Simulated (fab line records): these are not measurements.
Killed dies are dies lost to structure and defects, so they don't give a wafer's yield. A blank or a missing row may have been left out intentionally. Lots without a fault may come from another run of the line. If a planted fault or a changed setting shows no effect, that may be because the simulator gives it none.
One fault seen from 2 desks || flow gf180mcu || numbers are kept per desk, each desk with only its own; the story behind them comes last

TOOL OWNER'S DESK, litho_track-01
At GF_V2_SOFTBAKE_10 (time 60 s), the tool's own readings, given per lot that ran on this tool as the mean of the sampled wafers with a number. A lot is out of limits, marked OUT, if its mean lies more than 4 standard deviations from the usual mean; the brackets give that distance.
Columns: A = run_length_s at GF_V2_SOFTBAKE_10, usual 89.17 s
{"lot": "L931", "first seen here": "day 21 15:00", "A": 89.33}
{"lot": "L938", "first seen here": "day 24 10:00", "A": 89.20}
{"lot": "L942", "first seen here": "day 25 18:00", "A": "125.20 (+99 or more) OUT"}
{"lot": "L943", "first seen here": "day 26 03:00", "A": "125.28 (+99 or more) OUT"}
Finding of this desk: L942, L943 out of limits; the first was L942 at day 25 18:00, on run_length_s at GF_V2_SOFTBAKE_10. In limits: L931, L938.

METROLOGY DESK
What the gauges read, lot by lot, whatever tool the lot ran on: means of the sampled wafers that have a number. A lot is out of limits, marked OUT, if its mean lies more than 4 standard deviations from the usual mean; the brackets give that distance.
Columns: A = M2_OVL at GF_M2_OVL_MEAS_15, usual 4 nm; B = cd_nm at GF_V2_CD_MEAS_14, usual 260.2 nm
{"lot": "L927", "first seen here": "day 19 07:43", "A": 3, "B": 259.0}
{"lot": "L929", "first seen here": "day 20 11:00", "A": 5, "B": 259.6}
{"lot": "L931", "first seen here": "day 21 01:56", "A": 11, "B": 260.4}
{"lot": "L933", "first seen here": "day 21 22:09", "A": -1, "B": 260.0}
{"lot": "L934", "first seen here": "day 22 03:11", "A": 2, "B": 260.8}
{"lot": "L938", "first seen here": "day 23 22:22", "A": -4, "B": 261.1}
{"lot": "L939", "first seen here": "day 24 05:35", "A": 12, "B": 258.7}
{"lot": "L940", "first seen here": "day 24 16:19", "A": -3, "B": 258.8}
{"lot": "L941", "first seen here": "day 24 18:04", "A": 6, "B": 261.0}
{"lot": "L942", "first seen here": "day 25 06:16", "A": 1, "B": 265.0}
{"lot": "L943", "first seen here": "day 25 15:32", "A": 4, "B": "265.7 (+4.2) OUT"}
{"lot": "L949", "first seen here": "day 27 03:29", "A": 5, "B": 258.7}
Finding of this desk: L943 out of limits; the first was L943 at day 26 14:01, on cd_nm at GF_V2_CD_MEAS_14. In limits: L927, L929, L931, L933, L934, L938, L939, L940, L941, L942, L949.

PUT TOGETHER
On L942, L943, at day 25 18:00, an alarm was possible from the tool owner's desk.
Metrology desk: alarm possible at day 26 14:01 on L943.
The metrology desk holds a record of L942, inside its limits.
All the named lots went through GF_V2_SOFTBAKE_10 on litho_track-01.

WHAT THE SIMULATOR PUT IN
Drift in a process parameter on litho_track-01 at GF_V2_SOFTBAKE_10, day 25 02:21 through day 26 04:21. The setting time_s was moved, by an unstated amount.
Struck lots among those shown: L942, L943.
Delay (hours) between the fault's onset and each desk's first out-of-limits reading: 16 at the tool owner's desk, 36 at the metrology desk.
